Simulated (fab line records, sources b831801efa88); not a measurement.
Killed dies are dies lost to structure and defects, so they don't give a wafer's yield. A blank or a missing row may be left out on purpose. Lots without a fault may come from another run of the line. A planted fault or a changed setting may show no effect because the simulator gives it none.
A struck lot beside a sound one | flow gf180mcu | 17 steps out of a route of 602
Sound: wafers L111.3, L111.5, L111.6. Struck: wafer L119.2. (L119.1, L119.4 of the same lot were not struck and are left out.) The cause comes at the end.
At each step with rows: each side's tool, then ch and its chambers, then its first start. Under that, the readings that differ: sound wafers | struck wafers | difference of the means | sigmas: that difference in standard deviations of wafers without a fault.
alike: readings whose means differ by less than 2 such deviations, and words and numbers that are the same on both sides. not compared: withheld readings, readings that some wafer has no value for, bounds like >300 that may hide the same value, and numbers for which the record gives no deviation and whose values overlap.
The two part at a step that has a row with sigmas, a row that says differs or no value, or rows on one side only. Numbers that don't overlap but have no deviation are shown without sigmas and don't part them. A reading that every wafer of one side lacks parts them only if that side has two wafers or more.

first, 3 steps without rows for these wafers: GF_V3_EXPOSE_11 (exposes mask Via3, target cd 260 nm); GF_V3_PEB_12 (peb time 90 s); GF_V3_DEVELOP_13 (develop time 60 s).
GF_V3_CD_MEAS_14: target cd 260 nm.
  sound on cd_sem-02, day 22 17:14; struck on cd_sem-01, day 25 06:58
  alike: cd_nm
GF_V3_OVL_MEAS_15:
  sound on overlay-01, day 22 17:20; struck on overlay-01, day 25 07:05
  alike: V3_OVL
GF_V3_ETCH_16: etches BARC in N2/H2.
  sound on rie_diel-01 ch 1,2, day 22 17:22; struck on rie_diel-04 ch 3, day 25 07:08
  alike: drypump_motor_current_A, oes_product_au, throttle_valve_pct
GF_V3_ETCH_17: etches SiO2 in C4F8/O2/Ar, stops on TiN, target depth 635 nm.
  sound on rie_diel-01 ch 1,2; struck on rie_diel-04 ch 3
  alike: oes_product_au
GF_V3_STRIP_18: strips in O2/N2.
  sound on plasma_asher-02 ch 0,1, day 22 17:31; struck on plasma_asher-01 ch 1, day 25 07:16
  reading                | sound          | struck | difference                   | sigmas
  o2_flow_sccm (sccm)    | 2977 2994 3006 | 3010   | +18                          | +2
  rf_hours_counter_h (h) | - - -          | 97     | no value on the sound wafers |
  alike: drypump_motor_current_A, heater_power_w, oes_product_au
then, 2 steps without rows for these wafers: GF_V3_STRIP_19 (strips in post etch residue remover, time 1200 s); GF_V3_CLEAN_20 (cleans in DIW).
GF_V3_SPUTTER_21: material Ti, target thk 15 nm, time 80.02 s.
  sound on pvd_sputter-03, day 22 18:03; struck on pvd_sputter-04, day 25 07:49
  alike: chamber_pressure_pa, throttle_valve_pct
then, 1 step without rows for these wafers: GF_V3_SPUTTER_22 (material TiN, target thk 10 nm, time 40 s).
GF_V3_CVD_23: deposits W, target thk 350 nm, time 104.9 s.
  sound on cvd_w-01 ch 0,1, day 22 18:11; struck on cvd_w-01 ch 0, day 25 07:55
  reading                          | sound         | struck | difference | sigmas
  model.W_of_V3_CVD_23.thk_nm (nm) | 349 348.3 347 | 316.5  | -31.6      |
  alike: heater_power_w
GF_V3_RS_MEAS_24: measures by four-point-probe.
  sound on film_metro-01, day 22 18:19; struck on film_metro-03, day 25 08:02
  reading          | sound             | struck | difference | sigmas
  V3_W_RS (ohm/sq) | 0.328 0.328 0.329 | 0.363  | +0.035     | +8
GF_V3_THK_MEAS_25: measures by xrf.
  sound on film_metro-01, day 22 18:25; struck on film_metro-03, day 25 08:09
  reading       | sound       | struck | difference | sigmas
  V3_W_THK (nm) | 344 346 345 | 315    | -30        | -7
GF_V3_CMP_26: polishes, stops on SiO2, t overpolish 15 s, target thk 0 nm.
  sound on cmp-02 ch 2,3, day 22 18:27; struck on cmp-02 ch 1, day 25 08:13
  alike: motor_current_A, time_to_endpoint_s
then, 1 step without rows for these wafers: GF_PASSIVATION_PROBE_99.

WHERE THEY PART
First at GF_V3_STRIP_18; last, within this record, at GF_V3_THK_MEAS_25. Later steps at which nothing parts them and some readings are alike: GF_V3_CMP_26.

WHY: what the simulator had put in
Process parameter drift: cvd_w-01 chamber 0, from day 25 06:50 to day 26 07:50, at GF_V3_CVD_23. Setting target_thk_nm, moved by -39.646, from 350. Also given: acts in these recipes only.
